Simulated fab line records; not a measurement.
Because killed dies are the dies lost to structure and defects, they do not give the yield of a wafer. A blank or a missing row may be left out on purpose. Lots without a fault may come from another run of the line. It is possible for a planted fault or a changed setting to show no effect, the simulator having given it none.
Struck lot and sound lot, side by side ; flow sfq-line ; 21 steps out of a route of 325
Sound: wafers L929.3, L929.5, L929.6. Wafers L934.3, L934.4, L934.6 were the ones struck. The cause is given at the end.
Each step with rows lists, per side, the tool, then ch with its chambers, then its first start. Under that, the readings that differ: sound wafers ; struck wafers ; difference of the means ; sigmas: that difference in standard deviations of wafers without a fault.
alike: same words and numbers on both sides, and readings whose means sit less than 2 such deviations apart. not compared: any withheld reading, any reading some wafer has no value for, any bound like >300 that may hide the same value, and any number with overlapping values for which the record gives no deviation.
Wherever a step has rows on one side only, a row that says differs or no value, or a row with sigmas, the two part there. Numbers that don't overlap but have no deviation are shown without sigmas and don't part them. A reading that every wafer of one side lacks parts them only if that side has two wafers or more.

first, 6 steps without rows for these wafers: SFQ_TRILAYER_L0_LITHO_COAT_010 (resist thk 62 nm); SFQ_TRILAYER_L0_LITHO_COAT_005 (resist thk 600 nm); SFQ_TRILAYER_L0_LITHO_SOFTBAKE_009; SFQ_TRILAYER_L0_LITHO_EXPOSE_006 (exposes mask L0, target cd 2000 nm); SFQ_TRILAYER_L0_LITHO_PEB_008 (peb time 60 s); SFQ_TRILAYER_L0_LITHO_DEVELOP_007 (time 60 s).
SFQ_TRILAYER_L0_BARC_OPEN_METAL_ETCH_010: etches BARC in O2, target depth 125 nm, time 41.7 s.
  sound on rie-metal-01 ch 0,1, day 6 09:13; struck on rie-metal-03 ch 0,1, day 7 10:25
  alike: drypump-motor-current-A, oes-product-au
  not compared: rf-hours-counter-h
SFQ_TRILAYER_L0_ETCH_METAL_ETCH_008: etches MoNx KI in SF6/O2, stops on SiO2, target depth 50 nm, time 25 s.
  sound on rie-metal-01 ch 0,1, day 6 09:16; struck on rie-metal-03 ch 0,1, day 7 10:28
  alike: drypump-motor-current-A, oes-product-au
  not compared: rf-hours-counter-h
SFQ_TRILAYER_L0_STRIP_STRIP_009: strips in O2.
  sound on rie-metal-01 ch 0,1, day 6 09:30; struck on rie-metal-03 ch 0,1, day 7 10:42
  alike: drypump-motor-current-A, oes-product-au
  not compared: rf-hours-counter-h
then, 1 step without rows for these wafers: SFQ_TRILAYER_L0_STRIP_SOLV_CLEAN_010 (cleans in NMP, time 600 s).
SFQ_TRILAYER_L0_CAP_PECVD_011: deposits SiO2 from SiH4/N2O, time 13.333 s, target thk 60 nm.
  sound on pecvd-02 ch 0,1, day 6 10:05; struck on pecvd-03 ch 0,2, day 7 11:27
reading;sound;struck;difference;sigmas
throttle-valve-pct (%);28.3 28.4 25.1;23.2 23.3 24.2;-3.7;-2
  alike: chamber-pressure-Torr, heater-power-w, susceptor-temp-C
then, 1 step without rows for these wafers: SFQ_TRILAYER_L0_VIA_LITHO_COAT_018 (resist thk 62 nm).
SFQ_TRILAYER_L0_VIA_LITHO_COAT_013: resist thk 650 nm.
  sound on litho-track-02 ch 0, day 6 10:30; struck on litho-track-01 ch 0, day 7 11:53
reading;sound;struck;difference;sigmas
spin-speed-rpm (rpm);2998.1 2998.6 3003.1;2898.4 2896.5 2900.0;-101.6;-53
model.KrF_of_TRILAYER_L0_VIA_LITHO_COAT_013.thk-nm (nm);651.2 649.3 651.7;657.3 658.6 658.4;+7.4;
then, 4 steps without rows for these wafers: SFQ_TRILAYER_L0_VIA_LITHO_SOFTBAKE_017; SFQ_TRILAYER_L0_VIA_LITHO_EXPOSE_014 (exposes mask L0V, target cd 700 nm); SFQ_TRILAYER_L0_VIA_LITHO_PEB_016 (peb time 60 s); SFQ_TRILAYER_L0_VIA_LITHO_DEVELOP_015 (time 60 s).
SFQ_L0V_OVL_MEAS_903:
  sound on overlay-02, day 7 22:11; struck on overlay-01, day 9 02:59
  alike: L0V_OVL
SFQ_TRILAYER_L0_VIA_BARC_OPEN_VIA_ETCH_021: etches BARC in O2, target depth 125 nm, time 41.7 s.
  sound on rie-diel-04 ch 0,1,3, day 7 22:13; struck on rie-diel-04 ch 0,1,3, day 9 03:01
  alike: drypump-motor-current-A, oes-product-au
  not compared: rf-hours-counter-h
SFQ_TRILAYER_L0_VIA_ETCH_VIA_ETCH_016: etches SiO2 in CHF3, stops on MoNx KI, target depth 80 nm.
  sound on rie-diel-04 ch 0,1,3, day 7 22:15; struck on rie-diel-04 ch 0,1,3, day 9 03:03
reading;sound;struck;difference;sigmas
model.KrF_of_TRILAYER_L0_VIA_LITHO_COAT_013.thk-nm (nm);562.9 559.2 563.2;567.2 569.9 568.6;+6.8;
  alike: drypump-motor-current-A, oes-product-au
then, 1 step without rows for these wafers: SFQ_TRILAYER_L0_VIA_STRIP_STRIP_017 (strips in O2).

## WHERE THEY PART
First at SFQ_TRILAYER_L0_CAP_PECVD_011; last, within this record, at SFQ_TRILAYER_L0_VIA_LITHO_COAT_013. Later steps at which nothing parts them and some readings are alike: SFQ_L0V_OVL_MEAS_903, SFQ_TRILAYER_L0_VIA_BARC_OPEN_VIA_ETCH_021, SFQ_TRILAYER_L0_VIA_ETCH_VIA_ETCH_016.

WHY: the cause the simulator had injected
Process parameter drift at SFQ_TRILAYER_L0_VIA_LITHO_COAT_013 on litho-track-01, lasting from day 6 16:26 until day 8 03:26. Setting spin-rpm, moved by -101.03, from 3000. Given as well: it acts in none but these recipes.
